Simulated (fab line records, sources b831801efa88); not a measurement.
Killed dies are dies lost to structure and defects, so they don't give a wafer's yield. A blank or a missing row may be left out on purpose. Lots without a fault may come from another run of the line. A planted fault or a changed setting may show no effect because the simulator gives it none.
A struck lot beside a sound one | flow gf180mcu | 16 steps out of a route of 602
Sound: wafers L951.3, L951.4, L951.6. Struck: wafers L950.1, L950.3, L950.4. The cause comes at the end.
At each step with rows: each side's tool, then ch and its chambers, then its first start. Under that, the readings that differ: sound wafers | struck wafers | difference of the means | sigmas: that difference in standard deviations of wafers without a fault.
alike: readings whose means differ by less than 2 such deviations, and words and numbers that are the same on both sides. not compared: withheld readings, readings that some wafer has no value for, bounds like >300 that may hide the same value, and numbers for which the record gives no deviation and whose values overlap.
The two part at a step that has a row with sigmas, a row that says differs or no value, or rows on one side only. Numbers that don't overlap but have no deviation are shown without sigmas and don't part them. A reading that every wafer of one side lacks parts them only if that side has two wafers or more.

GF_M2_SPUTTER_04: material TiN, target thk 50 nm, time 41.7 s.
  sound on pvd_sputter-04, day 24 22:07; struck on pvd_sputter-04, day 24 10:34
  alike: throttle_valve_pct
GF_M2_RS_MEAS_05: measures by four-point-probe.
  sound on film_metro-04, day 24 22:12; struck on film_metro-03, day 24 10:37
  alike: M2_ALCU_RS
GF_M2_THK_MEAS_06: measures by xrf.
  sound on film_metro-04, day 24 22:18; struck on film_metro-03, day 24 10:44
  alike: M2_ALCU_THK
then, 7 steps without rows for these wafers: GF_M2_DEHYDRATE_07 (time 60 s); GF_M2_HMDS_08 (prime time 60 s); GF_M2_COAT_09 (resist thk 1000 nm); GF_M2_SOFTBAKE_10 (time 60 s); GF_M2_EXPOSE_11 (exposes mask Metal2, target cd 280 nm); GF_M2_PEB_12 (peb time 90 s); GF_M2_DEVELOP_13 (develop time 58.94 s).
GF_M2_CD_MEAS_14: target cd 280 nm.
  sound on cd_sem-02, day 25 19:09; struck on cd_sem-02, day 25 08:07
  reading    | sound             | struck            | difference | sigmas
  cd_nm (nm) | 277.6 279.2 280.7 | 277.2 274.6 276.6 | -3.0       | -3
GF_M2_OVL_MEAS_15:
  sound on overlay-01, day 25 19:15; struck on overlay-01, day 25 08:14
  alike: M2_OVL
GF_M2_METAL_ETCH_16: etches the open film in Cl2/BCl3, stops on SiO2, target depth 627.5 nm, time 104.6 s.
  sound on rie_metal-03 ch 0,1, day 25 19:19; struck on rie_metal-02 ch 0, day 25 08:16
  reading                             | sound             | struck            | difference | sigmas
  rf_fwd_power_W (W)                  | 793.6 797.7 795.0 | 925.4 925.0 923.4 | +129.2     | +56
  model.KrF_of_M2_COAT_09.thk_nm (nm) | 732.4 729 724.8   | 701.9 701.4 697.4 | -28.5      |
  alike: bcl3_flow_sccm, drypump_motor_current_A, oes_product_au, throttle_valve_pct
  not compared: rf_hours_counter_h
GF_M2_STRIP_17: strips in O2/N2.
  sound on plasma_asher-01 ch 0,1, day 25 19:25; struck on plasma_asher-04 ch 0,1, day 25 08:29
  reading                      | sound             | struck            | difference | sigmas
  oes_product_au (a.u.)        | 0.553 0.549 0.557 | 0.543 0.540 0.540 | -0.012     | -3
  strip_time_to_endpoint_s (s) | 7.84 7.81 7.78    | 7.55 7.53 7.50    | -0.28      | -6
  alike: drypump_motor_current_A, heater_power_w
  not compared: rf_hours_counter_h
then, 1 step without rows for these wafers: GF_M2_STRIP_18 (strips in post etch residue remover, time 1200 s).
-- the record jumps here: 8 days lie between the struck wafers' starts before and after (it left off in module M2 and takes up again in module PASSIVATION, whose first step shown is number 602 of the route) --
GF_PASSIVATION_PROBE_99:
  the record has rows for the struck wafers here (prober-01, day 33 18:17) and none for the sound ones

WHERE THEY PART
First at GF_M2_CD_MEAS_14; last, within this record, at GF_PASSIVATION_PROBE_99.

WHY: what the simulator had put in
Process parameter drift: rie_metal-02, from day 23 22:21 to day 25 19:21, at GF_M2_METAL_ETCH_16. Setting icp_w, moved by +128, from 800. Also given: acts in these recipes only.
